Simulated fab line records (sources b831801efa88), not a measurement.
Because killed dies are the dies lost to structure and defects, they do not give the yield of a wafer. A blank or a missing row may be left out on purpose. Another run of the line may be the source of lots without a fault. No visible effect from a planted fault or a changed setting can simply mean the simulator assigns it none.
fab line records + flow sky130
record:
- lots: 7
- wafers: 21
- lastDay: 48
route steps=708 shown VT_ADJUST_LVTN@104 VT_ADJUST_NCORE@119 PAD_OPEN@708
lots that met no fault: from a run of the same line without faults
startH: start of the lot's first displayed wafer, in hours after the record's first day + waitH: time in hours since the lot's previous step + " as in the row above + L1.1+2: one row covering several wafers at once + - no value, or no start was given + * or withheld: withheld + < > ~ a bound
route shown NAME@n: names a module that has steps shown in the file, with the first one's number in the route + usual: average and standard deviation across the fault-free wafers + same: alike in all rows + chamber/n: place in a boat + sites: readings site by site + _std_site: the values' standard deviation + _edge_site: outer sites' mean less inner sites' + radiusMm: for every site, how far away it sits from the centre of the wafer + mask NAME#n: copy n + behind: tool/chamber where the wafer was last shaped + hold: why the lot was held/for how many hours/how that ended + device: which transistor (n, p or np) failed to switch + end of line: at the end of the route, the tests of the same wafers + a step given without rows: its recipe and nothing more + killed: count of dies lost to structure and defects at first sort (not the wafer's yield) + map: a wafer's dies, marking killed ones x, the rest . and places with no die _
set.NAME: the setting as run; set.NAME@STEP: as run at that earlier step + model.NAME: the simulator's own value behind a step, which no gauge read
a table for each step, a row for each wafer; lots at some steps of the route
services: from which hour (startH, from the record's first day; less than 0 if before it) a tool's chamber was out of use, for how many hours, and why
== steps ==
step: SKY_VT_ADJUST_LVTN_OVL_MEAS_07
usual:
- VT_ADJUST_LVTN_OVL: -0.4/1.7
| lot.wafer | tool       | chamber | startH | waitH | VT_ADJUST_LVTN_OVL[nm] |
|-----------|------------|---------|--------|-------|------------------------|
| L933.2    | overlay-02 | -       | 140.27 | -     | -1.2                   |
| L933.3    | "          | -       | "      | "     | -2.4                   |
| L933.5    | "          | -       | "      | "     | -0.2                   |
| L935.3    | overlay-02 | -       | 155.87 | -     | -1.1                   |
| L935.5    | "          | -       | "      | "     | 0.6                    |
| L935.6    | "          | -       | "      | "     | -1.3                   |
| L939.2    | overlay-01 | -       | 180.88 | -     | -1.7                   |
| L939.3    | "          | -       | "      | "     | -2.5                   |
| L939.4    | "          | -       | "      | "     | -1.7                   |
| L941.2    | overlay-02 | -       | 193.58 | -     | 0.2                    |
| L941.3    | "          | -       | "      | "     | 1.5                    |
| L941.6    | "          | -       | "      | "     | -0.8                   |
| L944.3    | overlay-01 | -       | 213.25 | -     | 1.5                    |
| L944.5    | "          | -       | "      | "     | 2.3                    |
| L944.6    | "          | -       | "      | "     | 1.2                    |
| L945.1    | overlay-02 | -       | 218.82 | -     | -2.5                   |
| L945.4    | "          | -       | "      | "     | -3.2                   |
| L945.6    | "          | -       | "      | "     | -3.5                   |
| L946.4    | overlay-02 | -       | 226.24 | -     | 1.2                    |
| L946.5    | "          | -       | "      | "     | 0.4                    |
| L946.6    | "          | -       | "      | "     | 0.4                    |
step: SKY_VT_ADJUST_LVTN_IMPLANT_08
recipe:
- species: B
- energyKev: 30
- doseCm2: 1.57e+12
- tiltDeg: withheld
step: SKY_VT_ADJUST_LVTN_STRIP_09
recipe:
- chemistry: O2/N2
- powerW: 1400
- pressureMtorr: 1500
- platenTempC: withheld
- o2FlowSccm: 3000
- n2FlowSccm: 300
- overashFraction: 0.5
usual:
- drypumpMotorCurrentA: 5.84/0.17
- oesProductAu: 0.722/0.0047
- stripTimeToEndpointS: 36.93/0.11
| lot.wafer | tool           | chamber | startH | waitH | drypumpMotorCurrentA | oesProductAu | rfHoursCounterH | stripTimeToEndpointS |
|-----------|----------------|---------|--------|-------|----------------------|--------------|-----------------|----------------------|
| L933.2    | plasmaAsher-01 | 0       | 140.45 | 0.1   | 5.93                 | 0.722        | 2               | 36.94                |
| L933.3    | "              | 0       | "      | "     | 5.93                 | 0.728        | -               | 36.94                |
| L933.5    | "              | 1       | "      | "     | 5.95                 | 0.722        | -               | 36.96                |
| L935.3    | plasmaAsher-01 | 0       | 156.08 | 0.1   | 5.93                 | 0.720        | -               | 37.03                |
| L935.5    | "              | 1       | "      | "     | 5.94                 | 0.721        | -               | 37.00                |
| L935.6    | "              | 0       | "      | "     | 5.94                 | 0.729        | -               | 37.00                |
| L939.2    | plasmaAsher-03 | 0       | 181.06 | 0.1   | 5.99                 | 0.722        | 51              | 37.01                |
| L939.3    | "              | 0       | "      | "     | 5.99                 | 0.720        | -               | 36.89                |
| L939.4    | "              | 1       | "      | "     | 5.65                 | 0.725        | -               | 36.83                |
| L941.2    | plasmaAsher-02 | 0       | 193.76 | 0.1   | 5.96                 | 0.714        | 37              | 36.95                |
| L941.3    | "              | 0       | "      | "     | 6.02                 | 0.725        | -               | 37.01                |
| L941.6    | "              | 1       | "      | "     | 5.55                 | 0.726        | -               | 36.91                |
| L944.3    | plasmaAsher-02 | 1       | 213.45 | 0.1   | 5.55                 | 0.719        | -               | 36.85                |
| L944.5    | "              | 0       | "      | "     | 5.99                 | 0.715        | -               | 36.88                |
| L944.6    | "              | 1       | "      | "     | 5.56                 | 0.714        | -               | 36.91                |
| L945.1    | plasmaAsher-03 | 0       | 219.01 | 0.1   | 5.97                 | 0.727        | 55              | 36.82                |
| L945.4    | "              | 0       | "      | "     | 5.99                 | 0.719        | -               | 37.10                |
| L945.6    | "              | 1       | "      | "     | 5.63                 | 0.733        | -               | 37.02                |
| L946.4    | plasmaAsher-01 | 1       | 226.44 | 0.1   | 5.94                 | 0.719        | -               | 37.08                |
| L946.5    | "              | 0       | "      | "     | 5.94                 | 0.726        | -               | 37.08                |
| L946.6    | "              | 1       | "      | "     | 5.94                 | 0.728        | -               | 36.98                |
step: SKY_VT_ADJUST_LVTN_TW_MEAS_10
usual:
- VT_ADJUST_LVTN_TW: 242.1/1.3
| lot.wafer | tool         | chamber | startH | waitH | VT_ADJUST_LVTN_TW |
|-----------|--------------|---------|--------|-------|-------------------|
| L933.2    | filmMetro-02 | -       | 140.56 | 0.1   | 240.3             |
| L933.3    | "            | -       | "      | "     | 241.3             |
| L933.5    | "            | -       | "      | "     | 240.8             |
| L935.3    | filmMetro-02 | -       | 156.17 | 0.1   | 241.7             |
| L935.5    | "            | -       | "      | "     | 242.4             |
| L935.6    | "            | -       | "      | "     | 240.6             |
| L939.2    | filmMetro-02 | -       | 181.17 | 0.1   | 242.5             |
| L939.3    | "            | -       | "      | "     | 242.8             |
| L939.4    | "            | -       | "      | "     | 242.8             |
| L941.2    | filmMetro-03 | -       | 193.87 | 0.1   | 241.8             |
| L941.3    | "            | -       | "      | "     | 240.0             |
| L941.6    | "            | -       | "      | "     | 241.8             |
| L944.3    | filmMetro-02 | -       | 213.54 | 0.1   | 241.5             |
| L944.5    | "            | -       | "      | "     | 240.7             |
| L944.6    | "            | -       | "      | "     | 239.5             |
| L945.1    | filmMetro-03 | -       | 219.11 | 0.1   | 242.3             |
| L945.4    | "            | -       | "      | "     | 242.4             |
| L945.6    | "            | -       | "      | "     | 242.2             |
| L946.4    | filmMetro-01 | -       | 226.54 | 0.1   | 243.3             |
| L946.5    | "            | -       | "      | "     | 244.0             |
| L946.6    | "            | -       | "      | "     | 243.4             |
step: SKY_VT_ADJUST_LVTN_DEHYDRATE_11
recipe:
- tempC: 200
- timeS: 60
step: SKY_VT_ADJUST_LVTN_HMDS_12
recipe:
- primeTimeS: 60
- primeTempC: 120
step: SKY_VT_ADJUST_LVTN_COAT_13
recipe:
- resist: NOVOLAK
- spinRpm: 3000
- resistThkNm: 1140
step: SKY_VT_ADJUST_LVTN_SOFTBAKE_14
recipe:
- tempC: 90
- timeS: 60
- resist: NOVOLAK
step: SKY_VT_ADJUST_LVTN_EXPOSE_15
recipe:
- maskId: HVN_STD_DERIVED
- na: 0.6
- sourceShape: conventional
- sigmaOuter: 0.6
- polarization: unpolarized
- targetCdNm: 600
- doseMj: 163
step: SKY_VT_ADJUST_LVTN_PEB_16
recipe:
- tempC: withheld
- timeS: *
- resist: NOVOLAK
step: SKY_VT_ADJUST_LVTN_DEVELOP_17
recipe:
- resist: NOVOLAK
- developer: TMAH
- developTimeS: 60
- devTempC: 23
step: SKY_VT_ADJUST_LVTN_OVL_MEAS_18
usual:
- VT_ADJUST_LVTN_01_OVL: 0.0/1.2
| lot.wafer | tool       | chamber | startH | waitH | VT_ADJUST_LVTN_01_OVL[nm] |
|-----------|------------|---------|--------|-------|---------------------------|
| L933.2    | overlay-02 | -       | 160.92 | 0.1   | -0.1                      |
| L933.3    | "          | -       | "      | "     | -1.5                      |
| L933.5    | "          | -       | "      | "     | -1.1                      |
| L935.3    | overlay-01 | -       | 175.50 | 0.1   | 0.6                       |
| L935.5    | "          | -       | "      | "     | 1.5                       |
| L935.6    | "          | -       | "      | "     | 1.6                       |
| L939.2    | overlay-01 | -       | 202.34 | 0.1   | 0.8                       |
| L939.3    | "          | -       | "      | "     | 0.3                       |
| L939.4    | "          | -       | "      | "     | 0.5                       |
| L941.2    | overlay-01 | -       | 214.63 | 0.1   | 0.0                       |
| L941.3    | "          | -       | "      | "     | 0.0                       |
| L941.6    | "          | -       | "      | "     | -0.2                      |
| L944.3    | overlay-02 | -       | 234.79 | 0.1   | -1.5                      |
| L944.5    | "          | -       | "      | "     | -0.3                      |
| L944.6    | "          | -       | "      | "     | -0.8                      |
| L945.1    | overlay-02 | -       | 240.32 | 0.1   | -2.0                      |
| L945.4    | "          | -       | "      | "     | -0.8                      |
| L945.6    | "          | -       | "      | "     | -2.7                      |
| L946.4    | overlay-01 | -       | 247.74 | 0.1   | -0.6                      |
| L946.5    | "          | -       | "      | "     | -0.2                      |
| L946.6    | "          | -       | "      | "     | -0.3                      |
step: SKY_VT_ADJUST_LVTN_IMPLANT_19
recipe:
- species: B
- energyKev: 30
- doseCm2: 6.5e+11
- tiltDeg: withheld
usual:
- doseIonsCm2: 6.499e+11/7.5e+08
- implantIonAmu: 11/0
| lot.wafer | tool         | chamber | startH | waitH | doseIonsCm2 | implantIonAmu | model.implant.rpNm | model.implant.drpNm |
|-----------|--------------|---------|--------|-------|-------------|---------------|--------------------|---------------------|
| L933.2    | implanter-01 | 0       | 160.97 | 0.0   | 6.496e+11   | 11            | 100.8              | 42.97               |
| L933.3    | "            | 0       | "      | "     | 6.508e+11   | 11            | 100.8              | 42.97               |
| L933.5    | "            | 0       | "      | "     | 6.496e+11   | 11            | 100.8              | 42.97               |
| L935.3    | implanter-01 | 0       | 175.57 | 0.1   | 6.491e+11   | 11            | 94.96              | 42.97               |
| L935.5    | "            | 0       | "      | "     | 6.495e+11   | 11            | 94.96              | 42.97               |
| L935.6    | "            | 0       | "      | "     | 6.5e+11     | 11            | 94.96              | 42.97               |
| L939.2    | implanter-02 | 0       | 202.40 | 0.0   | 6.499e+11   | 11            | 95.78              | 42.97               |
| L939.3    | "            | 0       | "      | "     | 6.492e+11   | 11            | 95.78              | 42.97               |
| L939.4    | "            | 0       | "      | "     | 6.499e+11   | 11            | 95.78              | 42.97               |
| L941.2    | implanter-02 | 0       | 214.69 | 0.0   | 6.501e+11   | 11            | 98.53              | 42.97               |
| L941.3    | "            | 0       | "      | "     | 6.494e+11   | 11            | 98.53              | 42.97               |
| L941.6    | "            | 0       | "      | "     | 6.503e+11   | 11            | 98.53              | 42.97               |
| L944.3    | implanter-01 | 0       | 234.86 | 0.1   | 6.501e+11   | 49            | 24.04              | 12.97               |
| L944.5    | "            | 0       | "      | "     | 6.513e+11   | 49            | 24.04              | 12.97               |
| L944.6    | "            | 0       | "      | "     | 6.51e+11    | 49            | 24.04              | 12.97               |
| L945.1    | implanter-02 | 0       | 240.36 | 0.0   | 6.505e+11   | 49            | 23.6               | 12.97               |
| L945.4    | "            | 0       | "      | "     | 6.49e+11    | 49            | 23.6               | 12.97               |
| L945.6    | "            | 0       | "      | "     | 6.494e+11   | 49            | 23.6               | 12.97               |
| L946.4    | implanter-02 | 0       | 247.84 | 0.1   | 6.506e+11   | 49            | 22.81              | 12.97               |
| L946.5    | "            | 0       | "      | "     | 6.503e+11   | 49            | 22.81              | 12.97               |
| L946.6    | "            | 0       | "      | "     | 6.498e+11   | 49            | 22.81              | 12.97               |
step: SKY_VT_ADJUST_LVTN_STRIP_20
recipe:
- chemistry: O2/N2
- powerW: 1400
- pressureMtorr: 1500
- platenTempC: withheld
- o2FlowSccm: 3000
- n2FlowSccm: 300
- overashFraction: 0.5
usual:
- drypumpMotorCurrentA: 5.83/0.17
- oesProductAu: 0.716/0.0043
- stripTimeToEndpointS: 14.17/0.037
| lot.wafer | tool           | chamber | startH | waitH | drypumpMotorCurrentA | oesProductAu | rfHoursCounterH | stripTimeToEndpointS |
|-----------|----------------|---------|--------|-------|----------------------|--------------|-----------------|----------------------|
| L933.2    | plasmaAsher-02 | 0       | 161.10 | 0.1   | 5.99                 | 0.715        | 34              | 14.13                |
| L933.3    | "              | 1       | "      | "     | 5.58                 | 0.718        | -               | 14.09                |
| L933.5    | "              | 1       | "      | "     | 5.56                 | 0.713        | -               | 14.14                |
| L935.3    | plasmaAsher-02 | 0       | 175.70 | 0.1   | 5.98                 | 0.705        | -               | 14.20                |
| L935.5    | "              | 1       | "      | "     | 5.56                 | 0.719        | -               | 14.18                |
| L935.6    | "              | 0       | "      | "     | 5.96                 | 0.722        | -               | 14.15                |
| L939.2    | plasmaAsher-03 | 1       | 202.52 | 0.1   | 5.66                 | 0.714        | 53              | 14.17                |
| L939.3    | "              | 1       | "      | "     | 5.67                 | 0.719        | -               | 14.13                |
| L939.4    | "              | 0       | "      | "     | 5.98                 | 0.714        | -               | 14.15                |
| L941.2    | plasmaAsher-03 | 1       | 214.81 | 0.1   | 5.65                 | 0.718        | 54              | 14.20                |
| L941.3    | "              | 1       | "      | "     | 5.63                 | 0.719        | -               | 14.17                |
| L941.6    | "              | 1       | "      | "     | 5.63                 | 0.714        | -               | 14.15                |
| L944.3    | plasmaAsher-01 | 1       | 234.99 | 0.1   | 5.92                 | 0.709        | -               | 14.20                |
| L944.5    | "              | 0       | "      | "     | 5.94                 | 0.725        | -               | 14.20                |
| L944.6    | "              | 1       | "      | "     | 5.91                 | 0.713        | -               | 14.16                |
| L945.1    | plasmaAsher-01 | 1       | 240.51 | 0.1   | 5.92                 | 0.715        | 12              | 14.09                |
| L945.4    | "              | 1       | "      | "     | 5.92                 | 0.709        | -               | 14.17                |
| L945.6    | "              | 1       | "      | "     | 5.92                 | 0.712        | -               | 14.14                |
| L946.4    | plasmaAsher-02 | 1       | 247.94 | 0.1   | 5.54                 | 0.713        | -               | 14.11                |
| L946.5    | "              | 1       | "      | "     | 5.56                 | 0.712        | -               | 14.17                |
| L946.6    | "              | 0       | "      | "     | 5.99                 | 0.715        | -               | 14.17                |
step: SKY_VT_ADJUST_LVTN_TW_MEAS_21
usual:
- VT_ADJUST_LVTN_2_TW: 188.6/1
| lot.wafer | tool         | chamber | startH | waitH | VT_ADJUST_LVTN_2_TW |
|-----------|--------------|---------|--------|-------|---------------------|
| L933.2    | filmMetro-02 | -       | 161.21 | 0.1   | 187.6               |
| L933.3    | "            | -       | "      | "     | 187.7               |
| L933.5    | "            | -       | "      | "     | 187.9               |
| L935.3    | filmMetro-02 | -       | 175.79 | 0.1   | 189.6               |
| L935.5    | "            | -       | "      | "     | 190.1               |
| L935.6    | "            | -       | "      | "     | 188.2               |
| L939.2    | filmMetro-02 | -       | 202.63 | 0.1   | 188.9               |
| L939.3    | "            | -       | "      | "     | 188.7               |
| L939.4    | "            | -       | "      | "     | 188.1               |
| L941.2    | filmMetro-03 | -       | 214.92 | 0.1   | 187.9               |
| L941.3    | "            | -       | "      | "     | 187.6               |
| L941.6    | "            | -       | "      | "     | 188.7               |
| L944.3    | filmMetro-02 | -       | 235.08 | 0.1   | 289.3               |
| L944.5    | "            | -       | "      | "     | 291.4               |
| L944.6    | "            | -       | "      | "     | 289.2               |
| L945.1    | filmMetro-01 | -       | 240.61 | 0.1   | 290.3               |
| L945.4    | "            | -       | "      | "     | 291.2               |
| L945.6    | "            | -       | "      | "     | 292.6               |
| L946.4    | filmMetro-03 | -       | 248.04 | 0.1   | 288.6               |
| L946.5    | "            | -       | "      | "     | 289.8               |
| L946.6    | "            | -       | "      | "     | 289.2               |
step: SKY_VT_ADJUST_NCORE_DEHYDRATE_00
recipe:
- tempC: 200
- timeS: 60
step: SKY_PAD_OPEN_PROBE_99
usual:
- killed_at_M0_to_M3: 43/6.4
- killed_at_M4_up: 2.8/1.7
- killedAtContacts: 24/5.5
- killedAtFrontEnd: 15/4
- killedAtOther: 0.3/0.54
- killedDies: 86/9.1
- killedOpen: 47/6.6
- killedShort: 39/6.2
same:
- grossDies: 492
- killedAtBackSide: 0
| lot.wafer | tool      | chamber | startH  | waitH | killed_at_M0_to_M3 | killed_at_M4_up | killedAtContacts | killedAtFrontEnd | killedAtOther | killedDies | killedOpen | killedShort | model.etest.resPwellUnderGate.rsOhmSq | model.etest.nfetG5v0d10v5.vtLongV | model.etest.nfetG5v0d10v5.bodyRiseV | model.etest.nfet_16v.vtV | model.etest.nfet_16v.bodyRiseV | model.etest.nfetG5v0d10v5.vtV | model.etest.nfetG5v0d10v5.vtSatV |
|-----------|-----------|---------|---------|-------|--------------------|-----------------|------------------|------------------|---------------|------------|------------|-------------|---------------------------------------|-----------------------------------|-------------------------------------|--------------------------|--------------------------------|-------------------------------|----------------------------------|
| L933.2    | prober-01 | -       | 1070.68 | 0.1   | 37                 | 1               | 26               | 21               | 0             | 85         | 43         | 42          | 2294                                  | 0.8076                            | 0.6845                              | 0.7631                   | 0.678                          | 0.8305                        | 0.7759                           |
| L933.3    | prober-01 | -       | 1070.73 | 0.2   | 43                 | 4               | 25               | 15               | 0             | 87         | 44         | 43          | 2273                                  | 0.8122                            | 0.6837                              | 0.7688                   | 0.6769                         | 0.8169                        | 0.7628                           |
| L933.5    | prober-01 | -       | 1070.83 | 0.2   | 37                 | 2               | 24               | 13               | 0             | 76         | 44         | 32          | 2288                                  | 0.8146                            | 0.6881                              | 0.7718                   | 0.6811                         | 0.8261                        | 0.7662                           |
| L935.3    | prober-01 | -       | 1088.54 | 0.2   | 35                 | 2               | 16               | 18               | 0             | 71         | 45         | 26          | 2284                                  | 0.8145                            | 0.671                               | 0.7693                   | 0.6667                         | 0.8346                        | 0.7775                           |
| L935.5    | prober-01 | -       | 1088.64 | 0.2   | 54                 | 2               | 23               | 20               | 1             | 100        | 62         | 38          | 2285                                  | 0.8023                            | 0.6644                              | 0.7591                   | 0.6569                         | 0.8213                        | 0.7641                           |
| L935.6    | prober-01 | -       | 1088.69 | 0.2   | 40                 | 4               | 23               | 24               | 0             | 91         | 52         | 39          | 2295                                  | 0.8178                            | 0.6764                              | 0.7761                   | 0.6667                         | 0.8184                        | 0.7604                           |
| L939.2    | prober-02 | -       | 1110.08 | 0.1   | 44                 | 2               | 19               | 11               | 0             | 76         | 47         | 29          | 2311                                  | 0.8041                            | 0.6682                              | 0.7567                   | 0.6625                         | 0.8222                        | 0.7621                           |
| L939.3    | prober-02 | -       | 1110.13 | 0.2   | 38                 | 2               | 18               | 14               | 1             | 73         | 39         | 34          | 2286                                  | 0.8055                            | 0.6675                              | 0.7625                   | 0.662                          | 0.8261                        | 0.7722                           |
| L939.4    | prober-02 | -       | 1110.18 | 0.2   | 43                 | 3               | 28               | 8                | 1             | 83         | 45         | 38          | 2301                                  | 0.8011                            | 0.659                               | 0.757                    | 0.6534                         | 0.8109                        | 0.7542                           |
| L941.2    | prober-02 | -       | 1123.69 | 0.1   | 38                 | 6               | 18               | 18               | 0             | 80         | 48         | 32          | 2262                                  | 0.808                             | 0.67                                | 0.7641                   | 0.6621                         | 0.8171                        | 0.7555                           |
| L941.3    | prober-02 | -       | 1123.74 | 0.2   | 50                 | 6               | 26               | 11               | 0             | 93         | 58         | 35          | 2288                                  | 0.8212                            | 0.6808                              | 0.7778                   | 0.6737                         | 0.8226                        | 0.7623                           |
| L941.6    | prober-02 | -       | 1123.89 | 0.2   | 46                 | 4               | 18               | 20               | 0             | 88         | 50         | 38          | 2269                                  | 0.8048                            | 0.6728                              | 0.7643                   | 0.6668                         | 0.8196                        | 0.7589                           |
| L944.3    | prober-01 | -       | 1137.42 | 0.2   | 42                 | 4               | 22               | 14               | 0             | 82         | 43         | 39          | 2335                                  | 0.8575                            | 0.6588                              | 0.8116                   | 0.6532                         | 0.8658                        | 0.8032                           |
| L944.5    | prober-01 | -       | 1137.52 | 0.2   | 38                 | 5               | 24               | 19               | 0             | 86         | 55         | 31          | 2334                                  | 0.8599                            | 0.6568                              | 0.8143                   | 0.6485                         | 0.8661                        | 0.7996                           |
| L944.6    | prober-01 | -       | 1137.57 | 0.2   | 37                 | 1               | 21               | 13               | 0             | 72         | 42         | 30          | 2331                                  | 0.8571                            | 0.6527                              | 0.8143                   | 0.6486                         | 0.8633                        | 0.7989                           |
| L945.1    | prober-02 | -       | 1148.14 | 0.1   | 29                 | 0               | 21               | 20               | 0             | 70         | 38         | 32          | 2313                                  | 0.8353                            | 0.6386                              | 0.7927                   | 0.6321                         | 0.8406                        | 0.7748                           |
| L945.4    | prober-02 | -       | 1148.29 | 0.2   | 48                 | 4               | 28               | 16               | 0             | 96         | 61         | 35          | 2306                                  | 0.8393                            | 0.6379                              | 0.792                    | 0.631                          | 0.845                         | 0.7803                           |
| L945.6    | prober-02 | -       | 1148.39 | 0.2   | 53                 | 3               | 20               | 22               | 1             | 99         | 58         | 41          | 2307                                  | 0.8406                            | 0.6426                              | 0.798                    | 0.6345                         | 0.8556                        | 0.7877                           |
| L946.4    | prober-01 | -       | 1155.94 | 0.2   | 51                 | 4               | 30               | 6                | 0             | 91         | 58         | 33          | 2316                                  | 0.8485                            | 0.6343                              | 0.8039                   | 0.6293                         | 0.8594                        | 0.7958                           |
| L946.5    | prober-01 | -       | 1155.99 | 0.2   | 45                 | 4               | 32               | 14               | 0             | 95         | 53         | 42          | 2351                                  | 0.8603                            | 0.6428                              | 0.8167                   | 0.6381                         | 0.8745                        | 0.8121                           |
| L946.6    | prober-01 | -       | 1156.04 | 0.2   | 50                 | 4               | 29               | 15               | 0             | 98         | 56         | 42          | 2341                                  | 0.8388                            | 0.6365                              | 0.797                    | 0.6303                         | 0.8454                        | 0.7808                           |
killed by level:class
L933.2 CONTACT:geometricParticle:open=10 VIA1:geometricParticle:open=9 METAL2:geometricParticle:short=7 FIELD_ISO:geometricParticle:short=6 LOCAL_INTERCONNECT:geometricParticle:short=6 VIA3:geometricParticle:open=6 SPACER:geometricParticle:open=4 LI_CONTACT:geometricParticle:open=4
L933.3 VIA2:geometricParticle:open=10 CONTACT:geometricParticle:open=10 METAL2:geometricParticle:short=8 LI_CONTACT:geometricParticle:open=6 VIA3:geometricParticle:open=5 FIELD_ISO:geometricParticle:short=4 LOCAL_INTERCONNECT:geometricParticle:short=4 CONTACT:geometricParticle:short=4
L933.5 LI_CONTACT:geometricParticle:open=10 VIA2:geometricParticle:open=9 VIA1:geometricParticle:short=7 VIA1:geometricParticle:open=7 CONTACT:geometricParticle:open=6 CONTACT:geometricParticle:short=5 VIA3:geometricParticle:open=4 METAL2:geometricParticle:short=4
L935.3 VIA1:geometricParticle:open=14 CONTACT:geometricParticle:open=7 VIA3:geometricParticle:open=6 POLY_GATE:geometricParticle:short=5 FIELD_ISO:geometricParticle:short=4 POLY_GATE:geometricParticle:open=4 LI_CONTACT:geometricParticle:open=4 CONTACT:geometricParticle:short=4
L935.5 VIA1:geometricParticle:open=13 VIA2:geometricParticle:open=13 VIA3:geometricParticle:open=10 CONTACT:geometricParticle:open=9 CONTACT:geometricParticle:short=6 METAL2:geometricParticle:short=6 FIELD_ISO:geometricParticle:short=5 POLY_GATE:geometricParticle:short=5
L935.6 CONTACT:geometricParticle:open=9 METAL2:geometricParticle:short=8 VIA1:geometricParticle:open=7 VIA2:geometricParticle:open=7 FIELD_ISO:geometricParticle:open=6 LI_CONTACT:geometricParticle:open=6 METAL4:geometricParticle:short=4 VIA3:geometricParticle:open=4
L939.2 VIA1:geometricParticle:open=11 VIA2:geometricParticle:open=7 CONTACT:geometricParticle:open=6 VIA3:geometricParticle:open=6 LI_CONTACT:geometricParticle:open=5 FIELD_ISO:geometricParticle:open=4 METAL2:geometricParticle:short=4 LOCAL_INTERCONNECT:geometricParticle:short=3
L939.3 VIA1:geometricParticle:open=7 VIA2:geometricParticle:open=7 VIA3:geometricParticle:open=6 LI_CONTACT:geometricParticle:open=5 METAL1:geometricParticle:short=5 LI_CONTACT:geometricParticle:short=4 CONTACT:geometricParticle:open=4 METAL2:geometricParticle:short=4
L939.4 CONTACT:geometricParticle:open=11 VIA1:geometricParticle:open=9 LI_CONTACT:geometricParticle:open=7 VIA2:geometricParticle:open=6 METAL1:geometricParticle:short=6 METAL2:geometricParticle:short=6 CONTACT:geometricParticle:short=5 METAL3:geometricParticle:short=5
L941.2 CONTACT:geometricParticle:open=10 VIA2:geometricParticle:open=7 VIA1:geometricParticle:open=7 FIELD_ISO:geometricParticle:open=6 METAL2:geometricParticle:short=6 LI_CONTACT:geometricParticle:open=5 METAL4:geometricParticle:short=5 POLY_GATE:geometricParticle:short=4
L941.3 LI_CONTACT:geometricParticle:open=16 VIA1:geometricParticle:open=12 VIA2:geometricParticle:open=11 CONTACT:geometricParticle:open=5 METAL1:geometricParticle:short=5 VIA1:geometricParticle:short=5 METAL2:geometricParticle:short=5 FIELD_ISO:geometricParticle:short=4
L941.6 VIA1:geometricParticle:open=8 VIA3:geometricParticle:open=7 FIELD_ISO:geometricParticle:short=6 VIA2:geometricParticle:open=6 FIELD_ISO:geometricParticle:open=5 CONTACT:geometricParticle:open=5 METAL2:geometricParticle:short=5 POLY_GATE:geometricParticle:open=4
L944.3 VIA1:geometricParticle:open=13 LI_CONTACT:geometricParticle:open=9 VIA2:geometricParticle:open=7 POLY_GATE:geometricParticle:short=6 CONTACT:geometricParticle:open=5 METAL4:geometricParticle:short=4 CONTACT:geometricParticle:short=4 METAL1:geometricParticle:short=4
L944.5 CONTACT:geometricParticle:open=14 VIA3:geometricParticle:open=9 VIA1:geometricParticle:open=8 VIA2:geometricParticle:open=7 FIELD_ISO:geometricParticle:short=6 POLY_GATE:geometricParticle:open=4 FIELD_ISO:geometricParticle:open=3 LOCAL_INTERCONNECT:geometricParticle:short=3
L944.6 CONTACT:geometricParticle:open=9 VIA1:geometricParticle:open=7 VIA2:geometricParticle:open=7 LI_CONTACT:geometricParticle:open=6 CONTACT:geometricParticle:short=5 VIA3:geometricParticle:open=4 POLY_GATE:geometricParticle:short=4 VIA2:geometricParticle:short=3
L945.1 VIA1:geometricParticle:open=10 CONTACT:geometricParticle:open=8 POLY_GATE:geometricParticle:short=7 CONTACT:geometricParticle:short=6 FIELD_ISO:geometricParticle:short=4 POLY_GATE:geometricParticle:open=4 METAL2:geometricParticle:short=4 VIA3:geometricParticle:open=4
L945.4 VIA1:geometricParticle:open=19 CONTACT:geometricParticle:open=12 LI_CONTACT:geometricParticle:open=7 METAL1:geometricParticle:short=7 FIELD_ISO:geometricParticle:open=5 VIA3:geometricParticle:open=5 FIELD_ISO:geometricParticle:short=4 CONTACT:geometricParticle:short=4
L945.6 VIA1:geometricParticle:open=15 VIA3:geometricParticle:open=9 CONTACT:geometricParticle:open=8 VIA1:geometricParticle:short=7 FIELD_ISO:geometricParticle:open=6 FIELD_ISO:geometricParticle:short=5 LI_CONTACT:geometricParticle:open=5 METAL2:geometricParticle:short=5
L946.4 VIA1:geometricParticle:open=14 LI_CONTACT:geometricParticle:open=12 CONTACT:geometricParticle:open=9 VIA2:geometricParticle:open=9 VIA3:geometricParticle:open=7 METAL3:geometricParticle:short=6 CONTACT:geometricParticle:short=5 METAL1:geometricParticle:short=5
L946.5 VIA1:geometricParticle:open=11 CONTACT:geometricParticle:open=9 METAL3:geometricParticle:short=9 VIA3:geometricParticle:open=8 LI_CONTACT:geometricParticle:open=7 LOCAL_INTERCONNECT:geometricParticle:short=7 POLY_GATE:geometricParticle:open=5 CONTACT:geometricParticle:short=5
L946.6 LI_CONTACT:geometricParticle:open=11 VIA1:geometricParticle:open=11 CONTACT:geometricParticle:open=10 METAL1:geometricParticle:short=9 VIA2:geometricParticle:open=8 POLY_GATE:geometricParticle:short=7 VIA1:geometricParticle:short=7 METAL2:geometricParticle:short=4
== services ==
| tool           | chamber | startH | hours | kind   |
|----------------|---------|--------|-------|--------|
| plasmaAsher-01 | 0       | 117.75 | -     | clean  |
| plasmaAsher-01 | 1       | 117.75 | -     | clean  |
| plasmaAsher-02 | -       | 128.84 | 5.3   | repair |
| plasmaAsher-01 | -       | 147.56 | 2.8   | pm     |
| plasmaAsher-03 | -       | 166.17 | 0.8   | repair |
| implanter-01   | -       | 177.97 | 5.4   | repair |
| implanter-01   | -       | 198.40 | 4.2   | repair |
| implanter-01   | -       | 245.49 | 2.8   | pm     |
== key ==
firstSign:
- step: SKY_VT_ADJUST_LVTN_IMPLANT_19
- reading: implantIonAmu
- direction: up
- sigmas: 99+
- usual: 11
- struck: 49
effect:
- step: SKY_VT_ADJUST_LVTN_TW_MEAS_21
- reading: VT_ADJUST_LVTN_2_TW
- direction: up
- sigmas: 99+
- usual: 188.6
- struck: 290.2
modelEffect:
- step: SKY_VT_ADJUST_LVTN_IMPLANT_19
- value: implant.rpNm
- without: 96.2
- struck: 23.48
modelEffect:
- step: SKY_PAD_OPEN_PROBE_99
- value: etest.resPwellUnderGate.rsOhmSq
- without: 2273
- struck: 2326
metAt SKY_VT_ADJUST_LVTN_IMPLANT_19
struckWafers L944.3,L944.5,L944.6,L945.1,L945.4,L945.6,L946.4,L946.5,L946.6
testerLeftOut L944,L945,L946
onsetBetween 214.69 234.86
fault:
- kind: wrongRecipeDownload
- tool: implanter-01,implanter-02,implanter-04
- chamber: -
- onsetH: 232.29
- steps: SKY_VT_ADJUST_LVTN_IMPLANT_19
- wrongRecipe.notListed: 1
testerLeftOut: of these lots the tester's yield and bins aren't shown, on N5 and GAA mostly nor the transistor test; their killed dies are dies lost to structure and defects alone, not to doping, threshold or leakage, so they don't give the yield
